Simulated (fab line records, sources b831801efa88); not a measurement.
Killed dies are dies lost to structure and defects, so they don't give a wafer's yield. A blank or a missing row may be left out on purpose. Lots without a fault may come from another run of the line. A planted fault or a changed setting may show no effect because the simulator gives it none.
One fault seen from 2 desks | flow sky130 | each desk has only its own numbers; what lay behind them comes last

THE METROLOGY DESK
What the gauges read, lot by lot, whatever tool the lot ran on: means of the sampled wafers that have a number. A lot is out of limits, marked OUT, if its mean lies more than 4 standard deviations from the usual mean; the brackets give that distance.
Columns: A = VIA2_BOW at SKY_VIA2_BOW_MEAS_03, usual 87 um; B = cd_nm at SKY_VIA2_CD_MEAS_12, usual 200.0 nm; C = VIA2_OVL at SKY_VIA2_OVL_MEAS_13, usual 0 nm
lot  | first seen here | A  | B     | C
L702 | day 37 01:40    | 85 | 198.3 | -6
L704 | day 37 23:01    | 84 | 200.0 | 1
L707 | day 38 22:28    | 85 | 197.9 | -3
L719 | day 42 14:23    | 96 | 199.5 | -1
L718 | day 42 17:19    | 84 | 201.6 | 6
L717 | day 42 21:26    | 86 | 200.4 | -0
This desk's finding: nothing out of limits on any of the 6 lots.

THE TOOL OWNER'S DESK: rie_diel-02
The tool's own readings at SKY_VIA2_ETCH_14 (etches BARC in N2/H2, stops on SiO2, time 45.9 s, target depth 60 nm): means of the sampled wafers that have a number, for each lot that ran on this tool. A lot is out of limits, marked OUT, if its mean lies more than 4 standard deviations from the usual mean; the brackets give that distance.
Columns: A = chamber_pressure_mTorr at SKY_VIA2_ETCH_14, usual 29.996 mTorr; B = drypump_motor_current_A at SKY_VIA2_ETCH_14, usual 5.9 A; C = oes_product_au at SKY_VIA2_ETCH_14, usual 0.855 a.u.; D = rf_fwd_power_W at SKY_VIA2_ETCH_14, usual 494.7 W; E = throttle_valve_pct at SKY_VIA2_ETCH_14, usual 13.226 %
lot  | first seen here | A      | B   | C     | D               | E
L704 | day 39 00:25    | 29.987 | 5.8 | 0.856 | 493.5           | 13.218
L718 | day 43 16:07    | 30.002 | 5.9 | 0.858 | 520.5 (+14) OUT | 13.225
L717 | day 43 20:46    | 29.987 | 5.8 | 0.855 | 547.1 (+29) OUT | 13.229
This desk's finding: out of limits on L717, L718; first on L718, day 43 16:07 (rf_fwd_power_W at SKY_VIA2_ETCH_14). In limits: L704.

PUT TOGETHER
The tool owner's desk could have raised an alarm at day 43 16:07, on L717, L718.
The metrology desk saw nothing out of limits.
The metrology desk has L717, L718 on record, within its limits.
Of the lots named, all ran SKY_VIA2_ETCH_14 on rie_diel-02.

WHAT THE SIMULATOR HAD PUT IN
Process parameter drift: rie_diel-02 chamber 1, from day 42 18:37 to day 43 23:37, at SKY_VIA2_ETCH_14. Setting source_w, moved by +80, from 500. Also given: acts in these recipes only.
Lots struck among those shown: L717, L718.
Hours from the fault's start to each desk's first reading out of limits: the tool owner's desk, 21.
